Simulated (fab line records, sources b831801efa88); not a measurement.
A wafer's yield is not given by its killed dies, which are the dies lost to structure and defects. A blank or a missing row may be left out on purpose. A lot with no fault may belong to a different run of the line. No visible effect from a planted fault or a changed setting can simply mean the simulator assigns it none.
A struck lot beside a sound one ; flow sky130 ; 15 steps out of a route of 708
Sound: wafers L923.2, L923.3, L923.5. Wafers struck: L937.2, L937.4, L937.5. At the end, the cause is stated.
For every step that has rows: the tool of each side, followed by ch and its chambers, followed by its first start. Under that, the readings that differ: sound wafers ; struck wafers ; difference of the means ; sigmas: that difference in standard deviations of wafers without a fault.
alike: readings whose means differ by less than 2 such deviations, and words and numbers that are the same on both sides. not compared: withheld readings, readings that some wafer has no value for, bounds like >300 that may hide the same value, and numbers for which the record gives no deviation and whose values overlap.
A row with sigmas, a row that says differs or no value, or rows on one side alone: a step with any of these is where the two part. Numbers that don't overlap but have no deviation are shown without sigmas and don't part them. A reading that every wafer of one side lacks parts them only if that side has two wafers or more.

first, 7 steps without rows for these wafers: SKY_METAL1_HMDS_08 (prime time 60 s); SKY_METAL1_COAT_09 (resist thk 60 nm); SKY_METAL1_COAT_10 (resist thk 450 nm); SKY_METAL1_SOFTBAKE_11 (time 90 s); SKY_METAL1_EXPOSE_12 (exposes mask MM1, target cd 140 nm); SKY_METAL1_PEB_13; SKY_METAL1_DEVELOP_14 (develop time 60 s).
SKY_METAL1_CD_MEAS_15: target cd 140 nm.
  struck on cd-sem-02, day 38 16:03; sound on cd-sem-01, day 32 15:15
  alike: cd-nm
SKY_METAL1_OVL_MEAS_16:
  struck on overlay-02, day 38 16:10; sound on overlay-01, day 32 15:22
  alike: METAL1_OVL
SKY_METAL1_DESCUM_17: chemistry O2, time 8 s.
  sound on rie-metal-03 ch 0, day 32 15:23; struck on rie-metal-01 ch 0, day 38 16:11
  alike: drypump-motor-current-A, oes-product-au
  not compared: rf-hours-counter-h
SKY_METAL1_ETCH_18: etches BARC in N2/H2, stops on SiO2, time 45.9 s, target depth 60 nm.
  sound on rie-metal-03 ch 0, day 32 15:25; struck on rie-metal-01 ch 0, day 38 16:13
  alike: drypump-motor-current-A, h2-flow-sccm, oes-product-au, throttle-valve-pct
  not compared: rf-hours-counter-h
SKY_METAL1_METAL_ETCH_19: etches the open film in Cl2/BCl3, stops on SiO2, target depth 360 nm, time 78 s.
  sound on rie-metal-03 ch 0, day 32 15:29; struck on rie-metal-01 ch 0, day 38 16:17
  alike: bcl3-flow-sccm, drypump-motor-current-A, mfc-cl2-sccm, oes-product-au, throttle-valve-pct
  not compared: rf-hours-counter-h
SKY_METAL1_STRIP_20: strips in O2/N2.
  sound on plasma-asher-04 ch 1, day 32 15:35; struck on plasma-asher-04 ch 0,1, day 38 16:23
reading;sound;struck;difference;sigmas
overash-fraction;0.5 0.5 0.5;0.3 0.3 0.3;-0.2;
  alike: drypump-motor-current-A, oes-product-au, strip-time-to-endpoint-s
  not compared: rf-hours-counter-h
then, 1 step without rows for these wafers: SKY_METAL1_STRIP_21 (strips in post etch residue remover, time 1200 s).
-- the record jumps here: 11 days lie between the struck wafers' starts before and after (it left off in module METAL1 and takes up again in module PAD_OPEN, whose first step shown is number 708 of the route) --
SKY_PAD_OPEN_PROBE_99:
  struck on prober-01, day 50 03:01; sound on prober-02, day 45 16:50
  alike: defect-limited-yield, killed_at_M0_to_M3, killed_at_M4_up, killed-at-contacts, killed-at-front-end, killed-at-other, killed-dies, killed-open, killed-short, sort_bin_3_pad_short, sort_bin_5_function, sort_bin_6_memory, sort-n-pass, sort-yield-pct

WHERE THEY PART
Nowhere in this record.

WHY: the cause the simulator had injected
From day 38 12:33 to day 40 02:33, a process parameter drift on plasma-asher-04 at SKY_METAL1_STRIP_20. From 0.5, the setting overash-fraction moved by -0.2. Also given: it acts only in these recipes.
